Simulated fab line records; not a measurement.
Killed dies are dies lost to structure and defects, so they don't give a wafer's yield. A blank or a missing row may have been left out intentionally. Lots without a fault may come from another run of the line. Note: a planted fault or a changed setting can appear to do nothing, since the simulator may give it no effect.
fab line records | flow gf180mcu | part 2 of 2: steps 30 to 42 of 42
record: lots: 5 | wafers: 15 | last_day: 32
route steps=602 shown CONTACT@310 M1@315 V1@335
lots that met no fault: taken from a fault-free run of the same line
start_h: start of the lot's first displayed wafer, in hours after the record's first day | wait_h: hours from the lot's prior step to this one | " as in the row above | L1.1+2: one row covering several wafers at once | - value missing, or start not given | * or withheld: withheld | < > ~ a bound
route shown NAME@n: NAME is a module with steps in the file, n the number in the route of the first one | usual: mean/standard deviation of fault-free wafers | same: alike in all rows | chamber/n: place in a boat | sites: the reading at each site | _std_site: how widely they spread, as a standard deviation | _edge_site: inner sites' mean taken away from outer sites' mean | radius_mm: how far each site lies from the wafer's centre | mask NAME#n: copy n | behind: tool/chamber where the wafer was last shaped | hold: why the lot was held/for how many hours/how that ended | device: the n, p or np transistor that did not switch | end of line: tests of these same wafers at the route's end | a step with no rows: only its recipe | killed: dies lost to structure and defects at the first sort, not the wafer's yield | map: per-die view of a wafer (x killed, . not killed, _ where there is no die)
set.NAME: setting as actually run; set.NAME@STEP: the setting as run at that earlier step | model.NAME: the simulator's own value behind a step, which no gauge read
lots seen at some steps along the route; tables by step, rows by wafer
services: when a tool's chamber went out of use (start_h, in hours from the record's first day, below 0 if earlier), for how many hours, and the reason
== steps ==
step: GF_V1_CMP_04
recipe: material: SiO2 | down_force_psi: 4 | platen_rpm: 60 | pad_velocity_m_s: 0.94248
usual: motor_current_A: 11.5/0.74 | retaining_ring_pressure_frac: 1.000/0.0047 | time_to_endpoint_s: 77/5.1
lot.wafer | tool   | chamber | start_h | wait_h | motor_current_A | retaining_ring_pressure_frac | time_to_endpoint_s
L079.2    | cmp-02 | 3       | 430.13  | 0.0    | 10.9            | 1.001                        | 76
L079.1    | "      | 0       | "       | "      | 11.6            | 1.007                        | 71
L079.6    | "      | 3       | "       | "      | 11.4            | 0.998                        | 76
L082.2    | cmp-01 | 2       | 459.15  | 0.2    | 11.0            | 1.003                        | 81
L082.3    | "      | 3       | "       | "      | 11.2            | 1.002                        | 76
L082.4    | "      | 1       | "       | "      | 11.6            | 1.003                        | 85
L083.2    | cmp-01 | 0       | 476.45  | 0.1    | 12.2            | 1.004                        | 68
L083.3    | "      | 1       | "       | "      | 11.5            | 0.998                        | 70
L083.1    | "      | 3       | "       | "      | 11.4            | 0.992                        | 75
L085.1    | cmp-02 | 1       | 489.70  | 0.2    | 10.5            | 1.002                        | 84
L085.5    | "      | 2       | "       | "      | 12.2            | 0.990                        | 75
L085.6    | "      | 3       | "       | "      | 11.1            | 1.004                        | 86
L089.3    | cmp-01 | 1       | 526.40  | 0.4    | 11.0            | 1.009                        | 77
L089.5    | "      | 2       | "       | "      | 10.4            | 0.998                        | 76
L089.6    | "      | 3       | "       | "      | 10.8            | 1.001                        | 79
step: GF_V1_BOW_MEAS_05
recipe: mode: bow
usual: V1_BOW: 83/7.4
lot.wafer | tool          | chamber | start_h | wait_h | V1_BOW[um]
L079.1    | film_metro-04 | -       | 430.43  | 0.2    | 91
L079.2    | "             | -       | "       | "      | 89
L079.6    | "             | -       | "       | "      | 94
L082.2    | film_metro-03 | -       | 459.47  | 0.3    | 72
L082.3    | "             | -       | "       | "      | 85
L082.4    | "             | -       | "       | "      | 76
L083.1    | film_metro-04 | -       | 476.75  | 0.1    | 81
L083.2    | "             | -       | "       | "      | 78
L083.3    | "             | -       | "       | "      | 89
L085.1    | film_metro-04 | -       | 489.85  | 0.1    | 83
L085.5    | "             | -       | "       | "      | 91
L085.6    | "             | -       | "       | "      | 73
L089.3    | film_metro-02 | -       | 526.59  | 0.1    | 78
L089.5    | "             | -       | "       | "      | 82
L089.6    | "             | -       | "       | "      | 74
step: GF_V1_DEHYDRATE_06
recipe: temp_c: 200 | time_s: 60
lot.wafer  | tool           | chamber | start_h | wait_h
L079.1+2+6 | litho_track-03 | 0       | 442.16  | 11.7
L082.2+3+4 | litho_track-01 | 0       | 470.82  | 11.3
L083.1+2+3 | litho_track-03 | 0       | 487.91  | 11.1
L085.1+5+6 | litho_track-04 | 0       | 501.25  | 11.4
L089.3+5+6 | litho_track-01 | 0       | 537.00  | 10.4
step: GF_V1_HMDS_07
recipe: prime_time_s: 60 | prime_temp_c: 120
lot.wafer  | tool           | chamber | start_h | wait_h
L079.1+2+6 | litho_track-03 | 0       | 442.31  | 0.1
L082.2+3+4 | litho_track-01 | 0       | 470.97  | 0.1
L083.1+2+3 | litho_track-03 | 0       | 488.06  | 0.1
L085.1+5+6 | litho_track-04 | 0       | 501.40  | 0.1
L089.3+5+6 | litho_track-01 | 0       | 537.15  | 0.1
step: GF_V1_COAT_08
recipe: resist: BARC | temp_c: withheld | time_s: withheld | spin_rpm: withheld | resist_thk_nm: withheld
lot.wafer  | tool           | chamber | start_h | wait_h
L079.1+2+6 | litho_track-03 | 0       | 442.46  | 0.1
L082.2+3+4 | litho_track-01 | 0       | 471.12  | 0.1
L083.1+2+3 | litho_track-03 | 0       | 488.21  | 0.1
L085.1+5+6 | litho_track-04 | 0       | 501.55  | 0.1
L089.3+5+6 | litho_track-01 | 0       | 537.30  | 0.1
step: GF_V1_COAT_09
recipe: resist: KrF | spin_rpm: withheld | resist_thk_nm: 1000
lot.wafer  | tool           | chamber | start_h | wait_h
L079.1+2+6 | litho_track-03 | 0       | -       | -
L082.2+3+4 | litho_track-01 | 0       | -       | -
L083.1+2+3 | litho_track-03 | 0       | -       | -
L085.1+5+6 | litho_track-04 | 0       | -       | -
L089.3+5+6 | litho_track-01 | 0       | -       | -
step: GF_V1_SOFTBAKE_10
recipe: temp_c: 130 | time_s: 60 | resist: KrF
lot.wafer  | tool           | chamber | start_h | wait_h
L079.1+2+6 | litho_track-03 | 0       | -       | -
L082.2+3+4 | litho_track-01 | 0       | -       | -
L083.1+2+3 | litho_track-03 | 0       | -       | -
L085.1+5+6 | litho_track-04 | 0       | -       | -
L089.3+5+6 | litho_track-01 | 0       | -       | -
step: GF_V1_EXPOSE_11
recipe: mask_id: Via1 | target_cd_nm: 260 | na: 0.68 | source_shape: conventional | sigma_outer: 0.6 | dose_mj: 38
same: na: 0.68
lot.wafer  | tool           | chamber | start_h | wait_h | mask
L079.1+2+6 | krf_scanner-02 | 0       | -       | -      | Via1#0
L082.2+3+4 | krf_scanner-02 | 0       | -       | -      | Via1#0
L083.1+2+3 | krf_scanner-01 | 0       | -       | -      | Via1#0
L085.1+5+6 | krf_scanner-01 | 0       | -       | -      | Via1#0
L089.3+5+6 | krf_scanner-01 | 0       | -       | -      | Via1#0
step: GF_V1_PEB_12
recipe: peb_temp_c: 135 | peb_time_s: 90 | resist: KrF
lot.wafer  | tool           | chamber | start_h | wait_h
L079.1+2+6 | litho_track-01 | 0       | -       | -
L082.2+3+4 | litho_track-04 | 0       | -       | -
L083.1+2+3 | litho_track-04 | 0       | -       | -
L085.1+5+6 | litho_track-03 | 0       | -       | -
L089.3+5+6 | litho_track-04 | 0       | -       | -
step: GF_V1_DEVELOP_13
recipe: develop_time_s: 60 | resist: KrF | dev_temp_c: 21
lot.wafer  | tool           | chamber | start_h | wait_h
L079.1+2+6 | litho_track-01 | 0       | 454.90  | 0.2
L082.2+3+4 | litho_track-04 | 0       | 483.12  | 0.2
L083.1+2+3 | litho_track-04 | 0       | 500.35  | 0.2
L085.1+5+6 | litho_track-03 | 0       | 513.46  | 0.2
L089.3+5+6 | litho_track-04 | 0       | 548.75  | 0.1
step: GF_V1_CD_MEAS_14
recipe: target_cd_nm: 260
usual: cd_nm: 259.9/1.1
lot.wafer | tool      | chamber | start_h | wait_h | cd_nm
L079.1    | cd_sem-02 | -       | 455.05  | 0.1    | 257.9
L079.2    | "         | -       | "       | "      | 259.1
L079.6    | "         | -       | "       | "      | 258.7
L082.2    | cd_sem-01 | -       | 483.27  | 0.1    | 261.5
L082.3    | "         | -       | "       | "      | 261.1
L082.4    | "         | -       | "       | "      | 261.0
L083.1    | cd_sem-02 | -       | 500.50  | 0.1    | 258.6
L083.2    | "         | -       | "       | "      | 260.7
L083.3    | "         | -       | "       | "      | 259.0
L085.1    | cd_sem-02 | -       | 513.61  | 0.1    | 260.4
L085.5    | "         | -       | "       | "      | 260.4
L085.6    | "         | -       | "       | "      | 260.2
L089.3    | cd_sem-01 | -       | 548.89  | 0.1    | 259.9
L089.5    | "         | -       | "       | "      | 261.1
L089.6    | "         | -       | "       | "      | 260.1
step: GF_V1_OVL_MEAS_15
usual: V1_OVL: 6/5.4
lot.wafer | tool       | chamber | start_h | wait_h | V1_OVL[nm]
L079.1    | overlay-02 | -       | 455.17  | 0.1    | 8
L079.2    | "          | -       | "       | "      | 10
L079.6    | "          | -       | "       | "      | 8
L082.2    | overlay-01 | -       | 483.37  | 0.1    | 4
L082.3    | "          | -       | "       | "      | 4
L082.4    | "          | -       | "       | "      | 8
L083.1    | overlay-01 | -       | 500.62  | 0.1    | 7
L083.2    | "          | -       | "       | "      | 0
L083.3    | "          | -       | "       | "      | 4
L085.1    | overlay-01 | -       | 513.73  | 0.1    | 0
L085.5    | "          | -       | "       | "      | 12
L085.6    | "          | -       | "       | "      | 7
L089.3    | overlay-01 | -       | 548.98  | 0.1    | 14
L089.5    | "          | -       | "       | "      | 14
L089.6    | "          | -       | "       | "      | 18
step: GF_V1_ETCH_16
recipe: chemistry: N2/H2 | target_depth_a: withheld | overetch_a: withheld | time_s: withheld | target: BARC | ion_energy_ev: 200 | source_w: 500 | bias_w: 100 | pressure_mtorr: 30 | n2_flow_sccm: 100 | h2_flow_sccm: 200
usual: drypump_motor_current_A: 5.6/0.38 | oes_product_au: 0.855/0.0046 | throttle_valve_pct: 13.225/0.0091
lot.wafer | tool        | chamber | start_h | wait_h | drypump_motor_current_A | oes_product_au | throttle_valve_pct
L079.1    | rie_diel-04 | 2       | 455.21  | 0.0    | 5.8                     | 0.857          | 13.213
L079.2    | "           | 3       | "       | "      | 5.5                     | 0.857          | 13.230
L079.6    | "           | 1       | "       | "      | 5.6                     | 0.851          | 13.227
L082.2    | rie_diel-03 | 0       | 483.40  | 0.0    | 5.3                     | 0.855          | 13.241
L082.3    | "           | 1       | "       | "      | 5.1                     | 0.855          | 13.220
L082.4    | "           | 3       | "       | "      | 5.4                     | 0.852          | 13.228
L083.1    | rie_diel-01 | 3       | 500.65  | 0.0    | 6.4                     | 0.853          | 13.225
L083.2    | "           | 0       | "       | "      | 5.8                     | 0.859          | 13.219
L083.3    | "           | 1       | "       | "      | 6.0                     | 0.851          | 13.215
L085.1    | rie_diel-03 | 1       | 513.76  | 0.0    | 5.1                     | 0.852          | 13.235
L085.5    | "           | 1       | "       | "      | 5.1                     | 0.856          | 13.220
L085.6    | "           | 2       | "       | "      | 5.3                     | 0.861          | 13.221
L089.3    | rie_diel-01 | 3       | 549.00  | 0.0    | 6.4                     | 0.858          | 13.208
L089.5    | "           | 1       | "       | "      | 6.0                     | 0.856          | 13.224
L089.6    | "           | 0       | "       | "      | 5.8                     | 0.845          | 13.220
== services ==
tool           | chamber | start_h | hours | kind
krf_scanner-02 | -       | 393.16  | 0.8   | pm
krf_scanner-02 | -       | 401.33  | 0.2   | repair
cmp-01         | -       | 402.02  | 1.0   | repair
cmp-02         | -       | 404.00  | 4.0   | pm
krf_scanner-01 | -       | 407.08  | 1.3   | pm
krf_scanner-02 | -       | 409.06  | 1.0   | pm
cmp-02         | -       | 416.00  | 0.9   | repair
krf_scanner-01 | -       | 419.59  | 0.8   | pm
cmp-01         | -       | 421.43  | 22.5  | pm
krf_scanner-02 | -       | 444.20  | 1.0   | repair
cmp-01         | -       | 449.61  | 1.8   | repair
cmp-01         | -       | 449.86  | 0.4   | repair
cmp-02         | -       | 456.17  | 31.8  | repair
krf_scanner-02 | -       | 464.28  | 1.9   | repair
cmp-01         | -       | 466.05  | 3.4   | repair
krf_scanner-01 | -       | 473.15  | 1.0   | pm
cmp-01         | -       | 478.24  | 2.0   | repair
cmp-02         | -       | 480.43  | 0.2   | repair
krf_scanner-02 | -       | 482.52  | 1.3   | pm
cmp-01         | -       | 488.82  | 5.5   | pm
cmp-01         | -       | 498.85  | 0.4   | repair
krf_scanner-02 | -       | 537.55  | 2.0   | repair
cmp-02         | -       | 537.93  | 1.9   | repair
krf_scanner-01 | -       | 547.58  | 1.4   | repair
